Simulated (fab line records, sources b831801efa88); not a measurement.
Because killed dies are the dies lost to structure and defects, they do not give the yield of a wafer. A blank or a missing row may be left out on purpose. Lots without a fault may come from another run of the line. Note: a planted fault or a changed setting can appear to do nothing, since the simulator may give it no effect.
The tool behind it: which one? | flow sky130 | 9 lots with 26 wafers sampled at 7 steps, on a route of 708 steps

== WHAT THE GAUGES READ, wafer by wafer ==
Not one reading of a measure or inspect step in the record can be checked against a usual standard deviation.

== WHAT TOOL EACH LOT RAN ON (gives the tool, then ch and the chambers of the sampled wafers, and finally the start) ==
lot  | SKY_VIA3_STRIP_16                    | SKY_CAP2M_SPUTTER_02         | SKY_METAL4_ETCH_16                | SKY_METAL4_ETCH_17                 | SKY_METAL4_STRIP_19                  | SKY_VIA4_STRIP_13                    | SKY_PAD_OPEN_PROBE_99
L199 | plasma asher-01 ch 0,1, day 39 06:00 | pvd sputter-02, day 39 07:32 | rie metal-02 ch 0,1, day 41 08:20 | rie diel-01 ch 0,3, day 41 08:26   | plasma asher-01 ch 0, day 41 08:37   | plasma asher-04 ch 0,1, day 42 09:04 | -
L200 | plasma asher-04 ch 0,1, day 40 08:41 | pvd sputter-03, day 40 10:11 | rie metal-03 ch 0,1, day 42 09:40 | rie diel-01 ch 0,3, day 42 09:44   | plasma asher-03 ch 0,1, day 42 09:58 | plasma asher-04 ch 0,1, day 43 09:53 | -
L201 | plasma asher-01 ch 0,1, day 40 22:24 | pvd sputter-03, day 40 23:53 | rie metal-01 ch 0,1, day 42 23:28 | rie diel-03 ch 1,2,3, day 42 23:34 | plasma asher-01 ch 0,1, day 42 23:46 | plasma asher-04 ch 0,1, day 43 23:25 | prober-02, day 46 20:06
L204 | plasma asher-04 ch 0,1, day 41 23:07 | pvd sputter-02, day 42 00:38 | rie metal-01 ch 0,1, day 43 23:08 | rie diel-01 ch 1,2, day 43 23:14   | plasma asher-02 ch 0,1, day 43 23:36 | -                                    | prober-01, day 47 17:51
L206 | plasma asher-01 ch 0,1, day 42 00:42 | pvd sputter-04, day 42 02:13 | rie metal-02 ch 0,1, day 43 23:50 | rie diel-04 ch 1,2,3, day 43 23:56 | plasma asher-03 ch 0,1, day 44 00:08 | -                                    | prober-02, day 47 18:34
L216 | plasma asher-02 ch 0,1, day 44 11:17 | pvd sputter-03, day 44 12:45 | rie metal-02 ch 0, day 46 06:21   | rie diel-04 ch 0,2, day 46 06:26   | plasma asher-02 ch 0,1, day 46 06:39 | plasma asher-04 ch 0,1, day 47 04:19 | -
L217 | plasma asher-04 ch 0,1, day 45 04:44 | pvd sputter-04, day 45 06:13 | rie metal-02 ch 0,1, day 47 00:22 | rie diel-03 ch 0,3, day 47 00:26   | plasma asher-02 ch 0,1, day 47 00:40 | plasma asher-04 ch 0,1, day 47 23:13 | -
L218 | plasma asher-02 ch 0,1, day 45 09:12 | pvd sputter-02, day 45 10:41 | rie metal-02 ch 0,1, day 47 05:05 | rie diel-04 ch 0,1,2, day 47 05:11 | plasma asher-01 ch 0,1, day 47 05:22 | plasma asher-04 ch 1, day 48 03:13   | -
L221 | plasma asher-04 ch 0,1, day 45 19:26 | pvd sputter-02, day 45 20:53 | rie metal-02 ch 0,1, day 47 13:43 | rie diel-01 ch 0,1,3, day 47 13:47 | plasma asher-02 ch 0,1, day 47 14:01 | plasma asher-02 ch 0,1, day 48 10:32 | -
- SKY_VIA3_STRIP_16: strips in O2/N2.
- SKY_CAP2M_SPUTTER_02: material TiN, target thk 200 nm, time 166.7 s.
- SKY_METAL4_ETCH_16: etches BARC in N2/H2, stops on SiO2, time 88.2 s, target depth 60 nm.
- SKY_METAL4_ETCH_17: etches SiO2 in C4F8/O2/Ar, stops on TiN, time 3.9 s, target depth 15 nm.
- SKY_METAL4_STRIP_19: strips in O2/N2.
- SKY_VIA4_STRIP_13: strips in O2/N2.
- SKY_PAD_OPEN_PROBE_99

== WHAT THE TOOLS THEMSELVES READ (means of the sampled wafers that have a number; where no wafer has one, the mark that the record gives instead) ==
SKY_VIA3_STRIP_16. Usual: drypump motor current A 5.6 A, standard deviation 0.5; oes product au 0.401 a.u., standard deviation 0.0045; strip time to endpoint s 4.120 s, standard deviation 0.024.
lot  | tool            | drypump motor current A (A) | oes product au (a.u.) | strip time to endpoint s (s) | flag
L199 | plasma asher-01 | 5.8                         | 0.399                 | 4.135                        |
L200 | plasma asher-04 | 5.8                         | 0.400                 | 4.117                        |
L201 | plasma asher-01 | 5.7                         | 0.403                 | 4.106                        |
L204 | plasma asher-04 | 5.8                         | 0.398                 | 4.117                        |
L206 | plasma asher-01 | 5.8                         | 0.402                 | 4.137                        |
L216 | plasma asher-02 | 5.5                         | 0.406                 | 4.120                        |
L217 | plasma asher-04 | 5.3                         | 0.402                 | 4.092                        |
L218 | plasma asher-02 | 5.6                         | 0.401                 | 4.124                        |
L221 | plasma asher-04 | 5.8                         | 0.401                 | 4.117                        |

SKY_CAP2M_SPUTTER_02. Usual: chamber pressure pa 0.4000 Pa, standard deviation 0.00087; substrate temp c 300.00 C, standard deviation 0.2; throttle valve pct 30.0 %, standard deviation 0.9.
lot  | tool           | chamber pressure pa (Pa) | substrate temp c (C) | throttle valve pct (%) | flag
L199 | pvd sputter-02 | 0.3997                   | 299.85               | 30.4                   |
L200 | pvd sputter-03 | 0.3997                   | 299.86               | 29.7                   |
L201 | pvd sputter-03 | 0.3991                   | 299.78               | 29.1                   |
L204 | pvd sputter-02 | 0.4004                   | 299.95               | 31.4                   |
L206 | pvd sputter-04 | 0.4000                   | 300.09               | 30.1                   |
L216 | pvd sputter-03 | 0.4001                   | 300.06               | 29.6                   |
L217 | pvd sputter-04 | 0.4006                   | 299.83               | 29.5                   |
L218 | pvd sputter-02 | 0.3997                   | 300.12               | 30.5                   |
L221 | pvd sputter-02 | 0.4004                   | 299.99               | 30.3                   |

SKY_METAL4_ETCH_16. Usual: bias w 98.16 W, standard deviation 0.29; chamber pressure mTorr 30.001 mTorr, standard deviation 0.03; drypump motor current A 5.7 A, standard deviation 0.41; oes product au 0.626 a.u., standard deviation 0.0045; throttle valve pct 13.206 %, standard deviation 0.0095.
lot  | tool         | bias w (W) | chamber pressure mTorr (mTorr) | drypump motor current A (A) | oes product au (a.u.) | throttle valve pct (%) | flag
L199 | rie metal-02 | 98.31      | 29.978                         | 5.5                         | 0.623                 | 13.202                 |
L200 | rie metal-03 | 97.76      | 29.982                         | 5.3                         | 0.624                 | 13.194                 |
L201 | rie metal-01 | 98.08      | 29.995                         | 6.4                         | 0.628                 | 13.203                 |
L204 | rie metal-01 | -          | -                              | -                           | -                     | -                      | OFF
L206 | rie metal-02 | -          | -                              | -                           | -                     | -                      | OFF
L216 | rie metal-02 | 98.25      | 30.020                         | 5.4                         | 0.625                 | 13.210                 |
L217 | rie metal-02 | 97.90      | 30.041                         | 5.6                         | 0.627                 | 13.214                 |
L218 | rie metal-02 | 98.29      | 30.003                         | 5.6                         | 0.627                 | 13.203                 |
L221 | rie metal-02 | 98.02      | 29.992                         | 5.5                         | 0.620                 | 13.204                 |

SKY_METAL4_ETCH_17. Usual: bias w 1200 W, standard deviation 3.4; chamber pressure mTorr 39.99 mTorr, standard deviation 0.036; oes product au 0.755 a.u., standard deviation 0.0068.
lot  | tool        | bias w (W) | chamber pressure mTorr (mTorr) | oes product au (a.u.) | flag
L199 | rie diel-01 | 1203       | 39.99                          | 0.751                 |
L200 | rie diel-01 | 1201       | 40.02                          | 0.748                 |
L201 | rie diel-03 | 1201       | 40.00                          | 0.750                 |
L204 | rie diel-01 | 1198       | 40.01                          | 0.376                 | OFF
L206 | rie diel-04 | 1200       | 39.96                          | 0.378                 | OFF
L216 | rie diel-04 | 1196       | 39.95                          | 0.759                 |
L217 | rie diel-03 | 1199       | 39.98                          | 0.754                 |
L218 | rie diel-04 | 1199       | 39.99                          | 0.753                 |
L221 | rie diel-01 | 1198       | 40.00                          | 0.759                 |

SKY_METAL4_STRIP_19. Usual: drypump motor current A 5.7 A, standard deviation 0.31; oes product au 0.501 a.u., standard deviation 0.0051; strip time to endpoint s 6.51 s, standard deviation 0.061.
lot  | tool            | drypump motor current A (A) | oes product au (a.u.) | strip time to endpoint s (s) | flag
L199 | plasma asher-01 | 5.6                         | 0.504                 | 6.52                         |
L200 | plasma asher-03 | 6.1                         | 0.500                 | 6.44                         |
L201 | plasma asher-01 | 5.7                         | 0.502                 | 6.52                         |
L204 | plasma asher-02 | 5.4                         | 0.522                 | 7.06                         | OFF
L206 | plasma asher-03 | 6.1                         | 0.521                 | 6.97                         | OFF
L216 | plasma asher-02 | 5.5                         | 0.500                 | 6.56                         |
L217 | plasma asher-02 | 5.6                         | 0.499                 | 6.48                         |
L218 | plasma asher-01 | 5.8                         | 0.504                 | 6.53                         |
L221 | plasma asher-02 | 5.4                         | 0.502                 | 6.51                         |

SKY_VIA4_STRIP_13. Usual: drypump motor current A 5.7 A, standard deviation 0.62; oes product au 0.708 a.u., standard deviation 0.0044; strip time to endpoint s 12.800 s, standard deviation 0.024.
lot  | tool            | drypump motor current A (A) | oes product au (a.u.) | strip time to endpoint s (s) | flag
L199 | plasma asher-04 | 5.3                         | 0.709                 | 12.779                       |
L200 | plasma asher-04 | 5.3                         | 0.708                 | 12.802                       |
L201 | plasma asher-04 | 5.8                         | 0.707                 | 12.803                       |
L216 | plasma asher-04 | 5.5                         | 0.709                 | 12.788                       |
L217 | plasma asher-04 | 5.8                         | 0.705                 | 12.787                       |
L218 | plasma asher-04 | 4.8                         | 0.707                 | 12.817                       |
L221 | plasma asher-02 | 5.6                         | 0.707                 | 12.782                       |

SKY_PAD_OPEN_PROBE_99. Usual: defect limited yield 82.3 %, standard deviation 2.1; killed_at_M0_to_M3 43, standard deviation 7.4; killed_at_M4_up 3.1, standard deviation 1.8; killed at contacts 26, standard deviation 5.6; killed at front end 15, standard deviation 4.9; killed at other 0.2, standard deviation 0.44; killed dies 87, standard deviation 10; killed on rim 17, standard deviation 3.7; killed open 48, standard deviation 7.6; killed short 39, standard deviation 6.2; sort_bin_3_pad_short 0.9 %, standard deviation 0.43; sort_bin_5_function 10.5 %, standard deviation 1.5; sort_bin_6_memory 6.3 %, standard deviation 1.2; sort n pass 405, standard deviation 10; sort yield pct 82.3 %, standard deviation 2.1.
lot  | tool      | defect limited yield (%) | killed_at_M0_to_M3 | killed_at_M4_up | killed at contacts | killed at front end | killed at other | killed dies | killed on rim | killed open | killed short | sort_bin_3_pad_short (%) | sort_bin_5_function (%) | sort_bin_6_memory (%) | sort n pass | sort yield pct (%) | flag
L201 | prober-02 | 81.4                     | 40                 | 3.0             | 33                 | 15                  | 0.3             | 91          | 18            | 54          | 38           | 1.2                      | 10.4                    | 6.9                   | 401         | 81.4               |
L204 | prober-01 | 0.0                      | 33                 | 407.0           | 27                 | 25                  | 0.3             | 492         | 96            | 48          | 37           | 0.7                      | 93.0                    | 6.2                   | 0           | 0.0                | OFF
L206 | prober-02 | 0.0                      | 37                 | 413.3           | 23                 | 19                  | 0.3             | 492         | 96            | 41          | 41           | 0.9                      | 93.2                    | 5.8                   | 0           | 0.0                | OFF

== THE ANSWER, worked out from the rows above alone ==
Rule: take the mean of a lot's wafers that have a number; if it is more than 3 standard deviations from the usual mean, the lot is off. A lot without any number at a reading at which 4 lots or more have one is off too. Any other lot the step has rows for is counted as sound. The gauges are gone through in route order, then the tools' own readings, and for those a lot's mean is taken as printed above. The first step at which some lot is off is used, and at that step the reading that is off furthest; a lot without a number counts as furthest.
Off: L204, L206, at SKY_METAL4_ETCH_16 (bias w). Without a number there: L204, L206.
If a tool, at that step or one of the process steps before it, ran each lot that is off and ran no sound lot following the first of them, it fits. Of those tried, none fits.

== WHAT THE SIMULATOR HAD INSERTED ==
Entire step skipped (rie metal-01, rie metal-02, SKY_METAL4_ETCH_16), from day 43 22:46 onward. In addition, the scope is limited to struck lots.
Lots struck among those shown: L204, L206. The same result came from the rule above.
